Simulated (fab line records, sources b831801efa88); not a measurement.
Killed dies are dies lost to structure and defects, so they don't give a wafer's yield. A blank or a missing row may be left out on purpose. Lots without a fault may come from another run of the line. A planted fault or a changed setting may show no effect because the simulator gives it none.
fab line records | flow sfq_line
record lots=7 wafers=21 last_day=97
route steps=325 shown I6@276 M7@281
lots that met no fault: from a run of the same line without faults
start_h: hours from the record's first day to the start of the lot's first wafer shown | wait_h: hours since the lot's step before | " the same as in the row above | L1.1+2: a row that stands for several wafers | - no value, or no start given | * or withheld: withheld | < > ~ a bound
route shown NAME@n: a module of which the file shows steps, and the number in the route of the first | usual: mean/standard deviation of fault-free wafers | same: alike in all rows | chamber/n: place in a boat | sites: the reading at each site | _std_site: their standard deviation | _edge_site: outer sites' mean less inner sites' | radius_mm: how far each site lies from the wafer's centre | mask NAME#n: copy n | behind: the tool/chamber that last shaped the wafer | hold: why the lot was held/for how many hours/how that ended | device: the transistor (n, p or np) that didn't switch | end of line: the same wafers' tests at the end of the route | a step without rows: its recipe alone | killed: dies lost to structure and defects at the first sort, not the wafer's yield | map: a wafer's dies, x killed, . not, _ none there
set.NAME: the setting as run; set.NAME@STEP: as run at that earlier step | model.NAME: the simulator's own value behind a step, which no gauge read
lots at some steps of the route; a table a step, a row a wafer
services: from which hour (start_h, from the record's first day; less than 0 if before it) a tool's chamber was out of use, for how many hours, and why
## steps
# step SFQ_I6_OVL_MEAS_942
# usual I6_OVL=0/5.6
# columns lot.wafer tool chamber start_h wait_h I6_OVL[nm]
L203.1 overlay-01 - 1865.12 0.1 1
L203.2 " - " " -5
L203.5 " - " " -3
L210.1 overlay-01 - 1911.24 0.1 2
L210.2 " - " " 3
L210.6 " - " " -2
L211.3 overlay-01 - 1912.45 0.1 -8
L211.5 " - " " -3
L211.6 " - " " -4
L212.1 overlay-01 - 1914.88 0.1 1
L212.2 " - " " -3
L212.6 " - " " -4
L215.1 overlay-01 - 1965.88 0.1 6
L215.2 " - " " 8
L215.4 " - " " 5
L216.1 overlay-01 - 1972.09 0.1 2
L216.2 " - " " 4
L216.6 " - " " 4
L221.2 overlay-02 - 2144.31 0.1 10
L221.3 " - " " 8
L221.4 " - " " 12
# step SFQ_TRILAYER_I6_VIA_BARC_OPEN_VIA_ETCH_235
# recipe mask_material=PR chemistry=O2 target_depth_nm=125 target=BARC source_w=500 bias_w=80 pressure_mtorr=30 time_s=41.7
# usual drypump_motor_current_A=5.7/0.62 oes_product_au=0.685/0.0047
# same time_s=41.7
# columns lot.wafer tool chamber start_h wait_h drypump_motor_current_A oes_product_au rf_hours_counter_h
L203.1 rie_diel-04 2 1865.15 0.0 6.4 0.677 16
L203.2 " 0 " " 5.7 0.685 2
L203.5 " 1 " " 5.4 0.681 -
L210.1 rie_diel-02 3 1911.28 0.0 5.3 0.689 12
L210.2 " 2 " " 5.7 0.682 18
L210.6 " 2 " " 5.7 0.687 -
L211.3 rie_diel-04 1 1912.48 0.0 5.4 0.689 11
L211.5 " 2 " " 6.4 0.685 -
L211.6 " 1 " " 5.4 0.683 -
L212.1 rie_diel-03 2 1914.91 0.0 6.4 0.692 6
L212.2 " 0 " " 5.6 0.685 14
L212.6 " 3 " " 4.8 0.688 -
L215.1 rie_diel-04 3 1965.91 0.0 4.7 0.689 15
L215.2 " 0 " " 5.7 0.684 3
L215.4 " 2 " " 6.4 0.693 18
L216.1 rie_diel-02 1 1972.13 0.0 6.7 0.689 17
L216.2 " 2 " " 5.7 0.691 19
L216.6 " 2 " " 5.7 0.692 -
L221.2 rie_diel-03 0 2144.34 0.0 5.6 0.680 18
L221.3 " 1 " " 6.4 0.681 18
L221.4 " 3 " " 4.8 0.684 6
# step SFQ_TRILAYER_I6_VIA_ETCH_VIA_ETCH_172
# recipe target=SiO2 stop_on=Nb mask_material=PR taper_deg=20 chemistry=CHF3 target_depth_nm=260 source_w=515.2 bias_w=80 pressure_mtorr=30 time_s=withheld
# usual drypump_motor_current_A=5.7/0.62 oes_product_au=0.854/0.0053
# columns lot.wafer tool chamber start_h wait_h drypump_motor_current_A oes_product_au
L203.1 rie_diel-04 2 1865.19 0.0 6.4 0.859
L203.2 " 0 " " 5.7 0.853
L203.5 " 1 " " 5.4 0.862
L210.1 rie_diel-02 3 1911.32 0.0 5.3 0.857
L210.2 " 2 " " 5.7 0.858
L210.6 " 2 " " 5.7 0.851
L211.3 rie_diel-04 1 1912.52 0.0 5.4 0.856
L211.5 " 2 " " 6.4 0.850
L211.6 " 1 " " 5.4 0.856
L212.1 rie_diel-03 2 1914.95 0.0 6.4 0.854
L212.2 " 0 " " 5.6 0.852
L212.6 " 3 " " 4.8 0.864
L215.1 rie_diel-04 3 1965.95 0.0 4.7 0.855
L215.2 " 0 " " 5.7 0.851
L215.4 " 2 " " 6.4 0.849
L216.1 rie_diel-02 1 1972.17 0.0 6.6 0.851
L216.2 " 2 " " 5.7 0.852
L216.6 " 2 " " 5.8 0.856
L221.2 rie_diel-03 0 2144.38 0.0 5.6 0.859
L221.3 " 1 " " 6.3 0.864
L221.4 " 3 " " 4.8 0.852
# step SFQ_TRILAYER_I6_VIA_STRIP_STRIP_173
# recipe gas=O2 power_w=200 platen_temp_c=40 overash_fraction=0.65 chemistry=O2 pressure_mtorr=50
# usual drypump_motor_current_A=5.7/0.54 oes_product_au=1.000/0.0082
# columns lot.wafer tool chamber start_h wait_h drypump_motor_current_A oes_product_au rf_hours_counter_h
L203.1 rie_metal-03 0 1865.31 - 5.5 0.994 38
L203.2 " 1 " " 4.9 0.989 99
L203.5 " 0 " " 5.5 0.994 -
L210.1 rie_metal-03 0 1911.43 - 5.5 0.994 46
L210.2 " 1 " " 4.8 0.988 107
L210.6 " 0 " " 5.6 0.996 -
L211.3 rie_metal-02 0 1912.83 - 6.0 1.006 -
L211.5 " 0 " " 6.0 1.005 -
L211.6 " 1 " " 6.3 1.005 -
L212.1 rie_metal-03 1 1915.06 - 4.9 0.986 108
L212.2 " 0 " " 5.5 0.993 46
L212.6 " 1 " " 4.8 0.987 -
L215.1 rie_metal-02 1 1966.07 - 6.3 1.011 108
L215.2 " 1 " " 6.3 1.003 -
L215.4 " 1 " " 6.3 1.012 -
L216.1 rie_metal-02 1 1972.28 - 6.3 1.013 110
L216.2 " 1 " " 6.3 1.005 -
L216.6 " 1 " " 6.3 1.009 -
L221.2 rie_metal-03 0 2144.49 - 5.5 0.990 83
L221.3 " 0 " " 5.6 1.003 -
L221.4 " 1 " " 4.9 0.996 -
# step SFQ_TRILAYER_I6_VIA_STRIP_SOLV_CLEAN_174
# recipe chemistry=NMP temp_c=70 time_s=600
# step SFQ_TRILAYER_M7_DEP_PRE_CLEAN_176
# recipe gas=Ar time_s=22.5 bias_v=250
# step SFQ_TRILAYER_M7_DEP_SPUTTER_175
# recipe material=Nb base_pressure_pa=1.33e-06 chamber_pressure_pa=0.1333 substrate_temp_c=20 target_thk_nm=200 power_w=2000 time_s=127.5
# usual throttle_valve_pct=29.6/1.1
# same time_s=127.5
# columns lot.wafer tool chamber start_h wait_h throttle_valve_pct
L203.1 pvd_sputter-05 - 1866.11 0.0 31.5
L203.2 " - " " 29.3
L203.5 " - " " 29.3
L210.1 pvd_sputter-06 - 1912.24 0.0 28.6
L210.2 " - " " 28.1
L210.6 " - " " 28.1
L211.3 pvd_sputter-04 - 1913.45 0.0 28.1
L211.5 " - " " 29.7
L211.6 " - " " 29.3
L212.1 pvd_sputter-05 - 1915.87 0.0 30.4
L212.2 " - " " 30.8
L212.6 " - " " 31.3
L215.1 pvd_sputter-05 - 1967.47 0.0 29.5
L215.2 " - " " 31.0
L215.4 " - " " 30.3
L216.1 pvd_sputter-06 - 1973.69 0.0 28.5
L216.2 " - " " 28.0
L216.6 " - " " 27.8
L221.2 pvd_sputter-04 - 2145.30 0.0 29.1
L221.3 " - " " 28.5
L221.4 " - " " 30.2
# step SFQ_M7_RS_MEAS_943
# recipe thk_meas_gauge=four-point-probe reads=Nb_of_TRILAYER_M7_DEP_SPUTTER_175
# usual M7_NB_RS=0.925/0.0069
# columns lot.wafer tool chamber start_h wait_h M7_NB_RS[ohm/sq]
L203.1 film_metro-04 - 1866.20 0.0 0.918
L203.2 " - " " 0.925
L203.5 " - " " 0.922
L210.1 film_metro-01 - 1912.34 0.1 0.917
L210.2 " - " " 0.924
L210.6 " - " " 0.927
L211.3 film_metro-01 - 1913.58 0.1 0.916
L211.5 " - " " 0.918
L211.6 " - " " 0.921
L212.1 film_metro-03 - 1915.96 0.0 0.921
L212.2 " - " " 0.929
L212.6 " - " " 0.921
L215.1 film_metro-03 - 1967.56 0.0 0.916
L215.2 " - " " 0.928
L215.4 " - " " 0.926
L216.1 film_metro-01 - 1973.78 0.0 0.912
L216.2 " - " " 0.920
L216.6 " - " " 0.925
L221.2 film_metro-01 - 2145.41 0.1 0.935
L221.3 " - " " 0.935
L221.4 " - " " 0.941
# step SFQ_TRILAYER_M7_LITHO_COAT_182
# recipe resist=BARC spin_rpm=3000 resist_thk_nm=62
# step SFQ_TRILAYER_M7_LITHO_COAT_177
# recipe resist=KrF spin_rpm=3000 resist_thk_nm=600
# step SFQ_TRILAYER_M7_LITHO_SOFTBAKE_181
# recipe temp_c=withheld time_s=withheld resist=KrF
# step SFQ_TRILAYER_M7_LITHO_EXPOSE_178
# recipe mask_id=M7 na=0.6 source_shape=conventional sigma_outer=0.65 target_cd_nm=500 dose_mj=14.4
# usual exposure_dose_mJ_cm2=14.402/0.015 focus_offset_nm=0.0/0.5
# columns lot.wafer tool chamber start_h wait_h mask exposure_dose_mJ_cm2 focus_offset_nm
L203.1 krf_scanner-01 0 1967.56 - M7#0 14.399 1.1
L203.2 " 0 " " M7#0 14.400 0.0
L203.5 " 0 " " M7#0 14.404 0.7
L210.1 krf_scanner-02 - 2013.29 - M7#0 - -
L210.2 " - " " M7#0 - -
L210.6 " - " " M7#0 - -
L211.3 krf_scanner-02 - 2017.29 - M7#0 - -
L211.5 " - " " M7#0 - -
L211.6 " - " " M7#0 - -
L212.1 krf_scanner-02 - 2020.49 - M7#0 - -
L212.2 " - " " M7#0 - -
L212.6 " - " " M7#0 - -
L215.1 krf_scanner-02 0 2066.09 - M7#0 14.405 0.6
L215.2 " 0 " " M7#0 14.422 0.2
L215.4 " 0 " " M7#0 14.398 0.0
L216.1 krf_scanner-02 0 2072.09 - M7#0 14.398 0.5
L216.2 " 0 " " M7#0 14.373 0.2
L216.6 " 0 " " M7#0 14.407 0.9
L221.2 krf_scanner-01 0 2146.52 - M7#0 14.414 -0.8
L221.3 " 0 " " M7#0 14.426 -0.1
L221.4 " 0 " " M7#0 14.389 -0.3
# step SFQ_TRILAYER_M7_LITHO_PEB_180
# recipe peb_temp_c=115 peb_time_s=60 resist=KrF
## services
# columns tool chamber start_h hours kind
rie_diel-02 1 1874.69 7.4 repair
rie_diel-02 3 1895.38 3.5 repair
krf_scanner-02 - 1903.46 0.8 pm
rie_diel-03 - 1919.97 1.2 repair
rie_diel-03 - 1922.02 2.8 pm
rie_diel-04 0 1923.44 4.9 repair
rie_metal-03 - 1934.81 0.6 repair
rie_diel-02 - 1937.91 0.4 repair
krf_scanner-02 - 1977.45 1.0 pm
rie_diel-02 1 1985.13 4.1 repair
rie_diel-04 0 2002.75 2.1 repair
krf_scanner-02 - 2004.34 1.3 pm
rie_diel-03 3 2022.47 2.0 repair
rie_diel-03 3 2035.00 7.6 repair
rie_diel-04 2 2044.14 3.6 repair
rie_diel-03 3 2052.41 22.2 repair
rie_diel-03 2 2056.15 9.5 repair
rie_diel-04 - 2060.26 14.6 pm
rie_diel-03 - 2060.56 0.5 repair
rie_diel-04 1 2084.84 8.1 repair
rie_diel-02 - 2101.46 14.6 pm
rie_diel-03 3 2102.62 8.0 repair
krf_scanner-02 - 2120.14 4.4 pm
krf_scanner-02 - 2146.41 1.0 pm
## key
first_sign step=SFQ_TRILAYER_M7_LITHO_EXPOSE_178 reading=tool_record direction=missing
effect none on later readings
met_at SFQ_TRILAYER_M7_LITHO_EXPOSE_178
struck_wafers L210.1,L210.2,L210.6,L211.3,L211.5,L211.6,L212.1,L212.2,L212.6
fault kind=skipped_step_whole tool=krf_scanner-02 chamber=- onset_h=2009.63 steps=SFQ_TRILAYER_M7_LITHO_EXPOSE_178 scope=struck_lots_only
